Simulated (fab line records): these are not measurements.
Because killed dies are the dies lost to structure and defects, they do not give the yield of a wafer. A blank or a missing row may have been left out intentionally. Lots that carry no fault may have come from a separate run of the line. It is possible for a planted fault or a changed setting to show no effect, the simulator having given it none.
fab line records	flow sky130
record: lots: 13	wafers: 39	last_day: 50
route steps=708 shown NWELL@65 LDD_LDN@296 LI_CONTACT@385 CONTACT@409
lots with no fault: from the same line, run without faults
start_h: start of the lot's first displayed wafer, in hours after the record's first day	wait_h: time in hours since the lot's previous step	" identical to the entry in the row above	L1.1+2: a row that stands for several wafers	- either no value or no given start	* or withheld: withheld	< > ~ a bound
route shown NAME@n: NAME is a module with steps in the file, n the number in the route of the first one	usual: mean/standard deviation taken from wafers without a fault	same: alike in all rows	chamber/n: place in a boat	sites: per-site readings	_std_site: standard deviation of those values	_edge_site: the outer-site mean with the inner-site mean subtracted	radius_mm: how far each site lies from the wafer's centre	mask NAME#n: copy n	behind: the most recent tool/chamber to have shaped the wafer	hold: cause of the lot's hold/its duration in hours/its outcome	device: the n, p or np transistor that did not switch	end of line: the same wafers' tests at the end of the route	where a step has no rows: the recipe by itself	killed: the dies lost at the first sort to structure and to defects; this is not the yield of the wafer	map: shows each die of a wafer: x if killed, . if not, _ if none is there
set.NAME: setting as actually run; set.NAME@STEP: the setting as run at that earlier step	model.NAME: the simulator's own value behind a step, which no gauge read
a sample of lots followed through the steps of the route, with each step as a table and each wafer as a row
services: when a tool's chamber went out of use (start_h, in hours from the record's first day, below 0 if earlier), for how many hours, and the reason
== steps ==
step: SKY_NWELL_IMPLANT_12
recipe: species: P	energy_kev: 120	dose_cm2: 1.3e+12	tilt_deg: withheld
usual: beam_on_s: 10.00/0.19	dose_ions_cm2: 1.3001e+12/1.4e+09	faraday_current_uA: 7.33/0.14
lot.wafer	tool	chamber	start_h	wait_h	beam_on_s	dose_ions_cm2	faraday_current_uA
L730.2	implanter-04	0	92.72	0.1	10.20	1.3014e+12	7.19
L730.3	"	0	"	"	10.08	1.3011e+12	7.29
L730.4	"	0	"	"	10.64	1.3008e+12	6.90
L731.2	implanter-04	0	99.94	0.1	10.01	1.2986e+12	7.33
L731.4	"	0	"	"	9.90	1.3007e+12	7.37
L731.5	"	0	"	"	10.01	1.3018e+12	7.32
L734.2	implanter-01	0	114.82	0.1	9.67	1.3007e+12	7.57
L734.4	"	0	"	"	10.25	1.303e+12	7.15
L734.5	"	0	"	"	10.12	1.3028e+12	7.23
L735.3	implanter-04	0	121.32	0.1	9.70	1.2998e+12	7.55
L735.4	"	0	"	"	9.57	1.2992e+12	7.66
L735.5	"	0	"	"	9.78	1.2979e+12	7.48
L736.3	implanter-01	0	126.02	0.1	9.68	1.3018e+12	7.59
L736.4	"	0	"	"	9.75	1.3e+12	7.51
L736.6	"	0	"	"	9.84	1.2973e+12	7.47
L737.2	implanter-04	0	136.72	0.1	9.84	1.9803e+12	11.38
L737.3	"	0	"	"	9.84	1.9786e+12	11.28
L737.5	"	0	"	"	10.42	1.9822e+12	10.76
L738.1	implanter-04	0	144.27	0.1	9.99	1.981e+12	11.14
L738.5	"	0	"	"	10.07	1.9775e+12	11.11
L738.6	"	0	"	"	9.90	1.9801e+12	11.32
L742.1	implanter-02	0	161.87	0.1	9.95	1.301e+12	7.36
L742.3	"	0	"	"	9.93	1.3037e+12	7.37
L742.6	"	0	"	"	10.12	1.299e+12	7.26
L743.2	implanter-02	0	166.64	0.1	10.06	1.3003e+12	7.22
L743.3	"	0	"	"	10.04	1.2994e+12	7.30
L743.4	"	0	"	"	9.83	1.3001e+12	7.44
L746.2	implanter-01	0	186.22	0.1	9.89	1.3014e+12	7.43
L746.4	"	0	"	"	10.15	1.2993e+12	7.20
L746.6	"	0	"	"	10.11	1.3016e+12	7.26
L747.1	implanter-02	0	192.27	0.1	9.97	1.299e+12	7.35
L747.2	"	0	"	"	9.90	1.3009e+12	7.40
L747.4	"	0	"	"	10.28	1.2989e+12	7.15
L748.1	implanter-02	0	204.57	0.1	9.99	1.3011e+12	7.33
L748.2	"	0	"	"	10.49	1.2992e+12	6.96
L748.6	"	0	"	"	10.16	1.2997e+12	7.25
L750.1	implanter-02	0	211.12	0.1	10.08	1.3022e+12	7.26
L750.3	"	0	"	"	10.09	1.3008e+12	7.30
L750.5	"	0	"	"	10.09	1.3004e+12	7.27
step: SKY_NWELL_RS_MEAS_29
recipe: thk_meas_gauge: four-point-probe
usual: NWELL_RS: 624.4/1.5
lot.wafer	tool	chamber	start_h	wait_h	NWELL_RS[ohm/sq]
L730.2	film_metro-04	-	111.80	0.1	627.2
L730.3	"	-	"	"	626.2
L730.4	"	-	"	"	626.7
L731.2	film_metro-02	-	118.97	0.1	625.3
L731.4	"	-	"	"	625.6
L731.5	"	-	"	"	626.2
L734.2	film_metro-02	-	134.55	0.2	624.6
L734.4	"	-	"	"	624.9
L734.5	"	-	"	"	623.7
L735.3	film_metro-02	-	141.37	0.1	624.6
L735.4	"	-	"	"	624.8
L735.5	"	-	"	"	625.6
L736.3	film_metro-04	-	146.24	0.1	624.7
L736.4	"	-	"	"	623.8
L736.6	"	-	"	"	623.9
L737.2	film_metro-02	-	157.55	0.2	605.8
L737.3	"	-	"	"	607.1
L737.5	"	-	"	"	604.8
L738.1	film_metro-02	-	165.43	0.2	608.7
L738.5	"	-	"	"	608.8
L738.6	"	-	"	"	610.1
L742.1	film_metro-04	-	183.18	0.1	624.7
L742.3	"	-	"	"	625.2
L742.6	"	-	"	"	623.7
L743.2	film_metro-01	-	188.40	0.1	620.9
L743.3	"	-	"	"	624.7
L743.4	"	-	"	"	623.3
L746.2	film_metro-02	-	207.40	0.1	623.4
L746.4	"	-	"	"	624.8
L746.6	"	-	"	"	622.9
L747.1	film_metro-04	-	213.33	0.1	622.4
L747.2	"	-	"	"	623.4
L747.4	"	-	"	"	624.8
L748.1	film_metro-04	-	226.30	0.1	623.9
L748.2	"	-	"	"	625.2
L748.6	"	-	"	"	625.1
L750.1	film_metro-04	-	233.88	0.1	622.8
L750.3	"	-	"	"	623.2
L750.5	"	-	"	"	623.0
step: SKY_LDD_LDN_OVL_MEAS_07
usual: LDD_LDN_OVL: 0.4/1.3
lot.wafer	tool	chamber	start_h	wait_h	LDD_LDN_OVL[nm]
L730.2	overlay-01	-	536.23	0.1	-1.8
L730.3	"	-	"	"	-1.9
L730.4	"	-	"	"	-0.3
L731.2	overlay-01	-	548.89	0.1	-0.2
L731.4	"	-	"	"	2.5
L731.5	"	-	"	"	-0.1
L734.2	overlay-01	-	572.33	0.1	2.4
L734.4	"	-	"	"	2.1
L734.5	"	-	"	"	2.3
L735.3	overlay-02	-	585.26	0.1	0.6
L735.4	"	-	"	"	-0.2
L735.5	"	-	"	"	-0.2
L736.3	overlay-01	-	595.59	0.1	1.4
L736.4	"	-	"	"	3.1
L736.6	"	-	"	"	2.3
L737.2	overlay-01	-	604.29	0.1	-1.0
L737.3	"	-	"	"	-1.1
L737.5	"	-	"	"	0.4
L738.1	overlay-02	-	620.23	0.1	1.1
L738.5	"	-	"	"	0.3
L738.6	"	-	"	"	-1.2
L742.1	overlay-02	-	644.98	0.1	0.2
L742.3	"	-	"	"	0.1
L742.6	"	-	"	"	1.4
L743.2	overlay-01	-	662.10	0.1	0.2
L743.3	"	-	"	"	-0.3
L743.4	"	-	"	"	1.1
L746.2	overlay-01	-	674.55	0.1	1.4
L746.4	"	-	"	"	0.0
L746.6	"	-	"	"	-0.5
L747.1	overlay-02	-	684.63	0.1	-0.5
L747.2	"	-	"	"	0.2
L747.4	"	-	"	"	0.5
L748.1	overlay-01	-	696.58	0.1	-0.1
L748.2	"	-	"	"	2.3
L748.6	"	-	"	"	-0.5
L750.1	overlay-01	-	709.95	0.1	0.7
L750.3	"	-	"	"	2.2
L750.5	"	-	"	"	1.2
step: SKY_LI_CONTACT_THK_MEAS_23
recipe: thk_meas_gauge: xrf	reads: W_of_LI_CONTACT_CVD_21
usual: LI_CONTACT_W_THK: 393/6.8
lot.wafer	tool	chamber	start_h	wait_h	LI_CONTACT_W_THK[nm]
L730.2	film_metro-03	-	691.44	0.1	391
L730.3	"	-	"	"	391
L730.4	"	-	"	"	396
L731.2	film_metro-03	-	704.20	0.1	402
L731.4	"	-	"	"	389
L731.5	"	-	"	"	403
L734.2	film_metro-01	-	721.95	0.1	383
L734.4	"	-	"	"	381
L734.5	"	-	"	"	375
L735.3	film_metro-04	-	735.63	0.1	383
L735.4	"	-	"	"	392
L735.5	"	-	"	"	387
L736.3	film_metro-04	-	745.90	0.1	385
L736.4	"	-	"	"	404
L736.6	"	-	"	"	407
L737.2	film_metro-04	-	752.85	0.1	400
L737.3	"	-	"	"	395
L737.5	"	-	"	"	399
L738.1	film_metro-03	-	769.24	0.1	392
L738.5	"	-	"	"	385
L738.6	"	-	"	"	390
L742.1	film_metro-01	-	790.99	0.1	399
L742.3	"	-	"	"	390
L742.6	"	-	"	"	403
L743.2	film_metro-04	-	808.50	0.1	393
L743.3	"	-	"	"	395
L743.4	"	-	"	"	393
L746.2	film_metro-01	-	820.62	0.1	392
L746.4	"	-	"	"	387
L746.6	"	-	"	"	388
L747.1	film_metro-04	-	828.20	0.1	404
L747.2	"	-	"	"	394
L747.4	"	-	"	"	397
L748.1	film_metro-01	-	841.19	0.1	389
L748.2	"	-	"	"	378
L748.6	"	-	"	"	382
L750.1	film_metro-01	-	851.79	0.1	395
L750.3	"	-	"	"	392
L750.5	"	-	"	"	393
step: SKY_CONTACT_THK_MEAS_03
recipe: reads: SiO2_of_CONTACT_HDPCVD_02
usual: CONTACT_HDPCVD_THK: 569/7.4
lot.wafer	tool	chamber	start_h	wait_h	CONTACT_HDPCVD_THK[nm]
L730.2	film_metro-03	-	721.77	0.0	571
L730.3	"	-	"	"	555
L730.4	"	-	"	"	561
L731.2	film_metro-02	-	734.11	0.0	564
L731.4	"	-	"	"	567
L731.5	"	-	"	"	572
L734.2	film_metro-01	-	751.71	0.0	572
L734.4	"	-	"	"	564
L734.5	"	-	"	"	572
L735.3	film_metro-03	-	765.03	0.1	581
L735.4	"	-	"	"	565
L735.5	"	-	"	"	571
L736.3	film_metro-01	-	775.81	0.1	573
L736.4	"	-	"	"	564
L736.6	"	-	"	"	577
L737.2	film_metro-03	-	783.01	0.0	566
L737.3	"	-	"	"	572
L737.5	"	-	"	"	572
L738.1	film_metro-01	-	798.48	0.0	573
L738.5	"	-	"	"	571
L738.6	"	-	"	"	564
L742.1	film_metro-01	-	819.73	0.0	573
L742.3	"	-	"	"	571
L742.6	"	-	"	"	571
L743.2	film_metro-03	-	836.90	0.0	571
L743.3	"	-	"	"	567
L743.4	"	-	"	"	573
L746.2	film_metro-02	-	848.56	0.0	568
L746.4	"	-	"	"	563
L746.6	"	-	"	"	577
L747.1	film_metro-03	-	856.01	0.0	575
L747.2	"	-	"	"	563
L747.4	"	-	"	"	576
L748.1	film_metro-02	-	869.06	0.1	581
L748.2	"	-	"	"	584
L748.6	"	-	"	"	587
L750.1	film_metro-03	-	879.17	0.0	558
L750.3	"	-	"	"	571
L750.5	"	-	"	"	568
== services ==
tool	chamber	start_h	hours	kind
implanter-01	-	97.49	1.3	repair
implanter-01	-	127.23	0.7	repair
implanter-04	-	127.55	3.6	pm
implanter-04	-	193.37	4.9	repair
== key ==
first_sign: step: SKY_NWELL_IMPLANT_12	reading: dose_ions_cm2	direction: up	sigmas: 99+	usual: *	struck: *
effect: step: SKY_NWELL_IMPLANT_12	reading: faraday_current_uA	direction: up	sigmas: 28	usual: 7.33	struck: 11.16
effect: step: SKY_NWELL_RS_MEAS_29	reading: NWELL_RS	direction: down	sigmas: 11	usual: 624.4	struck: 607.6
met_at SKY_NWELL_IMPLANT_12
struck_lots L737,L738
tester_left_out L737,L738
not_acting_at SKY_LDD_LDN_OVL_MEAS_07,SKY_LI_CONTACT_THK_MEAS_23,SKY_CONTACT_THK_MEAS_03
onset_between 121.32 136.72
fault: kind: process_parameter_drift	tool: implanter-04	chamber: -	onset_h: 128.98	steps: SKY_NWELL_IMPLANT_12	channel: dose_cm2	offset: *	shape: step	end_h: 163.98	acts_in: *	stated: *
tester_left_out: of these lots the tester's yield and bins aren't shown, on N5 and GAA mostly nor the transistor test; their killed dies are dies lost to structure and defects alone, not to doping, threshold or leakage, so they don't give the yield
